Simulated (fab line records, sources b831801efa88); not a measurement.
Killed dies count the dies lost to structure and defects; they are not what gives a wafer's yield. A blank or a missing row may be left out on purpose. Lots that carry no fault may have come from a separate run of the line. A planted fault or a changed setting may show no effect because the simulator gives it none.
fab line records ; flow sky130
record lots=6; wafers=18; lastDay=49
route steps=708 shown FIELD_ISO@3
lots untouched by any fault: they come from a run of this same line in which no faults occurred
startH: start of the lot's first displayed wafer, in hours after the record's first day ; waitH: hours elapsed since this lot's preceding step ; " unchanged from the row above ; L1.1+2: one row covering several wafers at once ; - no value, or no start given ; * or withheld: withheld ; < > ~ a bound
route shown NAME@n: names a module that has steps shown in the file, with the first one's number in the route ; usual: mean and standard deviation over wafers with no fault ; same: alike in all rows ; chamber/n: place in a boat ; sites: each site's reading ; _std_site: the standard deviation of these ; _edge_site: mean of outer sites minus mean of inner sites ; radiusMm: how far each site lies from the wafer's centre ; mask NAME#n: copy n ; behind: the most recent tool/chamber to have shaped the wafer ; hold: reason for holding the lot/hours on hold/outcome of the hold ; device: whichever transistor did not switch (one of n, p or np) ; end of line: the same wafers' tests at the end of the route ; step lacking rows: just its recipe ; killed: count of dies lost to structure and defects at first sort (not the wafer's yield) ; map: dies across one wafer; x = killed, . = not, _ = none there
set.NAME: the setting the step ran with; set.NAME@STEP: the setting that earlier step ran with ; model.NAME: the simulator's own value behind a step, which no gauge read
lots seen at some steps along the route; tables by step, rows by wafer
services: the hour from which a tool's chamber was out of use, counted from the record's first day as startH (under 0 if before that day), plus the number of hours and why
## steps
# step SKY_FIELD_ISO_THK_MEAS_02
# recipe reads=SiO2_of_FIELD_ISO_OXIDATION_01
# usual FIELD_ISO_OXIDATION_00_THK=11.93/0.22
lot.wafer;tool;chamber;startH;waitH;FIELD_ISO_OXIDATION_00_THK[nm]
L909.2;filmMetro-03;-;14.51;0.0;11.90
L909.3;filmMetro-03;-;14.51;0.0;12.02
L909.6;filmMetro-03;-;14.51;0.0;11.98
L915.4;filmMetro-03;-;41.73;0.0;11.62
L915.5;filmMetro-03;-;41.73;0.0;11.63
L915.6;filmMetro-03;-;41.73;0.0;11.73
L918.1;filmMetro-03;-;57.70;0.0;11.86
L918.2;filmMetro-03;-;57.70;0.0;11.85
L918.4;filmMetro-03;-;57.70;0.0;11.82
L920.1;filmMetro-01;-;69.22;0.0;12.01
L920.3;filmMetro-01;-;69.22;0.0;11.81
L920.6;filmMetro-01;-;69.22;0.0;11.74
L927.3;filmMetro-03;-;101.65;0.0;11.67
L927.5;filmMetro-03;-;101.65;0.0;11.78
L927.6;filmMetro-03;-;101.65;0.0;11.75
L930.2;filmMetro-03;-;116.64;0.0;12.23
L930.3;filmMetro-03;-;116.64;0.0;12.18
L930.6;filmMetro-03;-;116.64;0.0;12.22
# step SKY_FIELD_ISO_CVD_03
# recipe material=Si3N4; precursor=DCS/NH3; targetThkNm=165; tempC=770; timeS=2830; pressureMtorr=250
# step SKY_FIELD_ISO_THK_MEAS_04
# recipe reads=Si3N4_of_FIELD_ISO_CVD_03
# usual FIELD_ISO_CVD_03_THK=164.9/1.8
lot.wafer;tool;chamber;startH;waitH;FIELD_ISO_CVD_03_THK[nm]
L909.2;filmMetro-01;-;17.25;0.0;166.5
L909.3;filmMetro-01;-;17.25;0.0;166.3
L909.6;filmMetro-01;-;17.25;0.0;168.8
L915.4;filmMetro-01;-;43.58;0.0;166.7
L915.5;filmMetro-01;-;43.58;0.0;165.8
L915.6;filmMetro-01;-;43.58;0.0;164.8
L918.1;filmMetro-03;-;59.55;0.0;163.2
L918.2;filmMetro-03;-;59.55;0.0;163.3
L918.4;filmMetro-03;-;59.55;0.0;163.0
L920.1;filmMetro-02;-;72.67;0.0;164.9
L920.3;filmMetro-02;-;72.67;0.0;166.0
L920.6;filmMetro-02;-;72.67;0.0;163.7
L927.3;filmMetro-03;-;103.50;0.0;164.7
L927.5;filmMetro-03;-;103.50;0.0;164.5
L927.6;filmMetro-03;-;103.50;0.0;165.1
L930.2;filmMetro-02;-;119.33;0.0;166.6
L930.3;filmMetro-02;-;119.33;0.0;166.1
L930.6;filmMetro-02;-;119.33;0.0;165.8
# step SKY_FIELD_ISO_DEHYDRATE_05
# recipe tempC=200; timeS=60
# step SKY_FIELD_ISO_HMDS_06
# recipe primeTimeS=60; primeTempC=120
# step SKY_FIELD_ISO_COAT_07
# recipe resist=BARC; tempC=withheld; timeS=withheld; spinRpm=3000; resistThkNm=60
# step SKY_FIELD_ISO_COAT_08
# recipe resist=KrF-thick; spinRpm=3000; resistThkNm=450
# step SKY_FIELD_ISO_SOFTBAKE_09
# recipe tempC=100; timeS=90; resist=KrF-thick
# step SKY_FIELD_ISO_EXPOSE_10
# recipe maskId=FOM; na=0.68; sourceShape=annular; sigmaInner=0.4; sigmaOuter=0.8; targetCdNm=150; doseMj=28
# step SKY_FIELD_ISO_PEB_11
# recipe pebTempC=withheld; pebTimeS=withheld; resist=KrF-thick
# step SKY_FIELD_ISO_DEVELOP_12
# recipe developTimeS=60; resist=KrF-thick; devTempC=21
# step SKY_FIELD_ISO_CD_MEAS_13
# recipe targetCdNm=150
# usual cdNm=150.2/1.6
lot.wafer;tool;chamber;startH;waitH;cdNm
L909.2;cdSem-02;-;31.65;-;148.5
L909.3;cdSem-02;-;31.65;-;151.8
L909.6;cdSem-02;-;31.65;-;150.0
L915.4;cdSem-02;-;59.12;-;148.6
L915.5;cdSem-02;-;59.12;-;148.1
L915.6;cdSem-02;-;59.12;-;147.7
L918.1;cdSem-02;-;75.24;-;150.4
L918.2;cdSem-02;-;75.24;-;151.9
L918.4;cdSem-02;-;75.24;-;148.4
L920.1;cdSem-02;-;88.81;-;149.8
L920.3;cdSem-02;-;88.81;-;150.6
L920.6;cdSem-02;-;88.81;-;149.7
L927.3;cdSem-01;-;121.28;-;148.6
L927.5;cdSem-01;-;121.28;-;148.0
L927.6;cdSem-01;-;121.28;-;149.9
L930.2;cdSem-02;-;137.66;-;150.5
L930.3;cdSem-02;-;137.66;-;150.8
L930.6;cdSem-02;-;137.66;-;151.6
# step SKY_FIELD_ISO_ETCH_14
# recipe chemistry=N2/H2; target=BARC; ionEnergyEv=200; sourceW=500; biasW=100; pressureMtorr=30; n2FlowSccm=100; h2FlowSccm=200; stopOn=SiO2; timeS=45.9; targetDepthA=600
# usual drypumpMotorCurrentA=5.7/0.52; h2FlowSccm=200.1/0.58; oesProductAu=0.855/0.005; rfFwdPowerW=494.2/2.3; runLengthS=74.1/0.47; throttleValvePct=13.224/0.0099
lot.wafer;tool;chamber;startH;waitH;drypumpMotorCurrentA;h2FlowSccm;oesProductAu;rfFwdPowerW;rfHoursCounterH;runLengthS;throttleValvePct;model.etch.depthNm;model.KrF-thick_of_FIELD_ISO_COAT_08.thkNm;model.FIELD_ISO.cdNm
L909.2;rieDiel-01;3;31.75;0.1;5.9;200.7;0.857;491.7;117;73.7;13.221;60.07;393.2;148.5
L909.3;rieDiel-01;2;31.75;0.1;6.5;200.4;0.856;493.7;57;74.2;13.199;60.17;393.6;151.4
L909.6;rieDiel-01;2;31.75;0.1;6.5;200.3;0.853;493.5;-;74.0;13.228;60.11;394.1;150.1
L915.4;rieDiel-04;0;59.18;0.0;4.9;199.1;0.850;497.0;98;74.2;13.219;60.01;393.6;148.8
L915.5;rieDiel-04;0;59.18;0.0;4.9;199.0;0.855;492.2;-;73.9;13.227;60.01;391.7;147.4
L915.6;rieDiel-04;3;59.18;0.0;6.3;200.5;0.857;489.2;-;73.8;13.226;60.01;390.9;147.4
L918.1;rieDiel-04;1;75.36;0.1;5.4;199.8;0.998;-;39;47.0;13.227;30.83;417;156
L918.2;rieDiel-04;0;75.36;0.1;4.9;200.2;0.855;494.8;98;74.1;13.244;59.97;392.3;151.9
L918.4;rieDiel-04;2;75.36;0.1;5.5;199.3;0.999;-;-;45.7;13.241;30.77;418.3;153.2
L920.1;rieDiel-04;2;88.93;0.1;5.5;199.2;0.988;-;73;45.7;13.240;30.19;418.4;154.8
L920.3;rieDiel-04;0;88.93;0.1;4.9;199.6;0.853;495.8;98;74.3;13.231;59.93;392.6;150.1
L920.6;rieDiel-04;1;88.93;0.1;5.4;200.9;0.853;494.0;-;74.6;13.231;59.87;393;150.5
L927.3;rieDiel-01;1;121.36;0.1;5.6;200.3;0.852;497.2;9;74.1;13.217;60;392;149.1
L927.5;rieDiel-01;3;121.36;0.1;5.9;198.9;0.851;495.4;-;73.5;13.228;59.96;390.5;148.5
L927.6;rieDiel-01;2;121.36;0.1;6.5;199.7;0.857;491.5;-;74.0;13.219;60.19;390.6;150
L930.2;rieDiel-03;2;137.76;0.1;5.5;201.0;0.855;488.5;36;73.5;13.221;59.58;392.1;150.5
L930.3;rieDiel-03;1;137.76;0.1;6.3;199.3;0.854;497.8;46;75.4;13.229;59.92;393;150.9
L930.6;rieDiel-03;1;137.76;0.1;6.3;199.8;0.849;500.0;-;75.0;13.221;59.66;392.5;152.2
# step SKY_FIELD_ISO_ETCH_15
# recipe chemistry=CHF3/O2; targetDepthNm=180; stopOn=Si; sourceW=600; biasW=200; pressureMtorr=40; chf3FlowSccm=50; O2_flow_sccm=5; timeS=72
# usual drypumpMotorCurrentA=5.6/0.52; oesProductAu=0.946/0.0073; rfFwdPowerW=594.8/2.2; runLengthS=100.2/0.41; throttleValvePct=8.843/0.0087
lot.wafer;tool;chamber;startH;waitH;drypumpMotorCurrentA;oesProductAu;rfFwdPowerW;rfHoursCounterH;runLengthS;throttleValvePct;model.KrF-thick_of_FIELD_ISO_COAT_08.thkNm
L909.2;rieDiel-01;3;31.79;0.0;5.8;0.949;596.5;117;100.2;8.844;236.6
L909.3;rieDiel-01;2;31.79;0.0;6.5;0.948;593.0;57;100.1;8.852;237.9
L909.6;rieDiel-01;2;31.79;0.0;6.5;0.961;593.5;-;100.0;8.833;237.5
L915.4;rieDiel-04;0;59.23;0.0;4.9;0.951;596.8;98;100.2;8.836;236.7
L915.5;rieDiel-04;0;59.23;0.0;4.9;0.945;597.5;-;100.6;8.842;235.5
L915.6;rieDiel-04;3;59.23;0.0;6.3;0.946;595.8;-;99.9;8.857;234.9
L918.1;rieDiel-04;1;75.40;0.0;5.4;0.378;595.7;39;101.2;8.674;260.6
L918.2;rieDiel-04;0;75.40;0.0;4.9;0.942;596.6;98;100.0;8.840;234.8
L918.4;rieDiel-04;2;75.40;0.0;5.5;0.371;596.8;-;100.3;8.679;263.8
L920.1;rieDiel-04;2;88.98;0.0;5.5;0.378;591.8;73;99.7;8.670;264.1
L920.3;rieDiel-04;0;88.98;0.0;4.9;0.947;596.5;98;99.9;8.854;238.8
L920.6;rieDiel-04;1;88.98;0.0;5.4;0.944;597.1;-;100.5;8.848;239.4
L927.3;rieDiel-01;1;121.40;0.0;5.6;0.945;592.8;9;100.0;8.843;234.1
L927.5;rieDiel-01;3;121.40;0.0;5.8;0.944;595.4;-;100.0;8.822;233.2
L927.6;rieDiel-01;2;121.40;0.0;6.5;0.949;593.6;-;100.5;8.823;231.9
L930.2;rieDiel-03;2;137.80;0.0;5.4;0.952;590.4;36;99.8;8.839;235.2
L930.3;rieDiel-03;1;137.80;0.0;6.3;0.952;597.6;46;100.8;8.843;239.3
L930.6;rieDiel-03;1;137.80;0.0;6.3;0.951;594.8;-;100.8;8.850;238.1
# step SKY_FIELD_ISO_STRIP_16
# recipe chemistry=O2/N2; powerW=1400; pressureMtorr=1500; platenTempC=withheld; o2FlowSccm=3000; n2FlowSccm=300; overashFraction=0.5
# usual drypumpMotorCurrentA=5.8/0.45; oesProductAu=0.378/0.0048; stripTimeToEndpointS=3.544/0.025
lot.wafer;tool;chamber;startH;waitH;drypumpMotorCurrentA;oesProductAu;rfHoursCounterH;stripTimeToEndpointS
L909.2;plasmaAsher-01;0;31.85;0.0;5.6;0.379;36;3.556
L909.3;plasmaAsher-01;0;31.85;0.0;5.6;0.379;-;3.558
L909.6;plasmaAsher-01;0;31.85;0.0;5.5;0.388;-;3.547
L915.4;plasmaAsher-04;0;59.32;0.1;5.3;0.381;-;3.537
L915.5;plasmaAsher-04;1;59.32;0.1;5.8;0.375;-;3.540
L915.6;plasmaAsher-04;0;59.32;0.1;5.4;0.374;-;3.518
L918.1;plasmaAsher-03;0;75.46;0.0;5.4;0.389;40;3.793
L918.2;plasmaAsher-03;1;75.46;0.0;6.7;0.375;40;3.525
L918.4;plasmaAsher-03;1;75.46;0.0;6.6;0.387;-;3.837
L920.1;plasmaAsher-04;0;89.03;0.0;5.3;0.398;30;3.848
L920.3;plasmaAsher-04;0;89.03;0.0;5.3;0.379;-;3.581
L920.6;plasmaAsher-04;1;89.03;0.0;5.8;0.381;-;3.583
L927.3;plasmaAsher-03;1;121.49;0.1;6.6;0.366;-;3.519
L927.5;plasmaAsher-03;1;121.49;0.1;6.6;0.382;-;3.514
L927.6;plasmaAsher-03;0;121.49;0.1;5.4;0.379;-;3.502
L930.2;plasmaAsher-03;1;137.86;0.0;6.6;0.377;2;3.545
L930.3;plasmaAsher-03;0;137.86;0.0;5.4;0.376;-;3.569
L930.6;plasmaAsher-03;0;137.86;0.0;5.4;0.384;-;3.561
# step SKY_FIELD_ISO_ETCH_17
# recipe targetDepthA=3420; maskMaterial=Si3N4; chemistry=HBr/Cl2/O2; target=Si; taperDeg=5; icpW=600; biasW=150; pressureMtorr=15; HBr_flow_sccm=150; Cl2_flow_sccm=40; O2_flow_sccm=6; timeS=97.7
# usual drypumpMotorCurrentA=5.6/0.34; oesProductAu=1.000/0.008; rfFwdPowerW=596.3/2.2; runLengthS=126.0/0.4; throttleValvePct=25.655/0.01
lot.wafer;tool;chamber;startH;waitH;drypumpMotorCurrentA;oesProductAu;rfFwdPowerW;rfHoursCounterH;runLengthS;throttleValvePct;model.FIELD_ISO.cdNm
L909.2;rieSi-02;0;31.95;0.1;6.4;1.003;597.9;2;125.4;25.664;148.5
L909.3;rieSi-02;2;31.95;0.1;5.6;1.002;601.6;21;125.7;25.651;152.1
L909.6;rieSi-02;3;31.95;0.1;5.9;1.001;596.1;-;126.0;25.656;150.4
L915.4;rieSi-01;1;59.38;0.0;5.6;0.993;600.1;2;125.8;25.667;150
L915.5;rieSi-01;2;59.38;0.0;5.7;0.992;596.3;-;125.5;25.652;149.2
L915.6;rieSi-01;3;59.38;0.0;5.7;1.003;595.7;-;126.0;25.649;147.5
L918.1;rieSi-01;3;75.56;0.1;5.7;1.009;595.4;49;126.0;25.647;155.9
L918.2;rieSi-01;0;75.56;0.1;5.4;0.997;598.3;55;126.7;25.645;152.1
L918.4;rieSi-01;2;75.56;0.1;5.7;1.005;592.9;2;125.6;25.643;152.7
L920.1;rieSi-01;2;89.13;0.1;5.7;1.007;594.4;3;125.7;25.662;154.4
L920.3;rieSi-01;3;89.13;0.1;5.7;1.001;597.9;49;125.7;25.661;151.2
L920.6;rieSi-01;0;89.13;0.1;5.4;1.005;596.2;-;126.9;25.643;150.8
L927.3;rieSi-02;2;121.56;0.0;5.6;1.004;597.4;22;125.9;25.660;147.4
L927.5;rieSi-02;3;121.56;0.0;5.9;1.012;597.6;-;126.2;25.625;147.9
L927.6;rieSi-02;0;121.56;0.0;6.4;1.005;592.0;-;125.9;25.657;150.5
L930.2;rieSi-01;3;137.96;0.1;5.7;0.996;597.8;50;125.7;25.650;150.9
L930.3;rieSi-01;1;137.96;0.1;5.6;1.003;595.7;2;126.2;25.653;150.6
L930.6;rieSi-01;1;137.96;0.1;5.6;1.000;597.4;-;125.7;25.652;151.3
# step SKY_FIELD_ISO_WET_ETCH_18
# recipe chemistry=H3PO4; targetDepthNm=25; tempC=160; target=Si3N4; timeS=286
## services
tool;chamber;startH;hours;kind
rieSi-02;0;14.08;8.2;repair
rieDiel-04;3;16.85;8.3;repair
rieSi-01;-;20.01;2.8;pm
plasmaAsher-03;-;27.42;4.0;pm
rieSi-01;2;45.95;6.4;repair
rieDiel-04;3;65.17;51.6;repair
plasmaAsher-03;-;66.34;0.5;repair
plasmaAsher-03;-;84.79;0.5;repair
plasmaAsher-03;-;108.75;9.0;pm
plasmaAsher-03;0;108.75;9.0;ventCycle
plasmaAsher-03;1;108.75;9.0;ventCycle
rieDiel-03;-;111.67;0.5;repair
rieDiel-03;1;117.29;8.2;repair
plasmaAsher-03;0;117.75;-;clean
plasmaAsher-03;1;117.75;-;clean
rieDiel-04;1;120.47;9.4;repair
rieDiel-03;-;121.30;0.4;repair
## key
firstSign step=SKY_FIELD_ISO_ETCH_14; reading=runLengthS; direction=down; sigmas=60; usual=*; struck=*
effect step=SKY_FIELD_ISO_ETCH_14; reading=oesProductAu; direction=up; sigmas=28; usual=0.855; struck=0.995
effect step=SKY_FIELD_ISO_ETCH_15; reading=oesProductAu; direction=down; sigmas=78; usual=0.946; struck=0.375
effect step=SKY_FIELD_ISO_STRIP_16; reading=stripTimeToEndpointS; direction=up; sigmas=12; usual=*; struck=*
modelEffect step=SKY_FIELD_ISO_ETCH_14; value=etch.depthNm; without=59.95; struck=30.59
modelEffect step=SKY_FIELD_ISO_ETCH_15; value=KrF-thick_of_FIELD_ISO_COAT_08.thkNm; without=236.7; struck=262.8
modelEffect step=SKY_FIELD_ISO_ETCH_17; value=FIELD_ISO.cdNm; without=149.1; struck=154.3
metAt SKY_FIELD_ISO_ETCH_14
struckWafers L918.1,L918.4,L920.1
laterRowsLeftOut L918.1,L918.4,L920.1
sortLeftOut L918.1,L918.4,L920.1
testerLeftOut L918,L920
onsetBetween 59.18 75.36
fault kind=processParameterDrift; tool=rieDiel-04; chamber=-; onsetH=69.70; steps=SKY_FIELD_ISO_ETCH_14; channel=timeS; offset=*; shape=step; endH=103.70; scope=struckWafersOnly; actsIn=*; stated=*
# testerLeftOut: of these lots the tester's yield and bins aren't shown, on N5 and GAA mostly nor the transistor test; their killed dies are dies lost to structure and defects alone, not to doping, threshold or leakage, so they don't give the yield
# sortLeftOut: the simulated sort isn't trusted on such a fault, so these wafers' sort isn't shown, and their yield isn't known
# laterRowsLeftOut: the simulator's readings of these wafers behind a module that went badly wrong aren't trusted and aren't shown, but for the sort
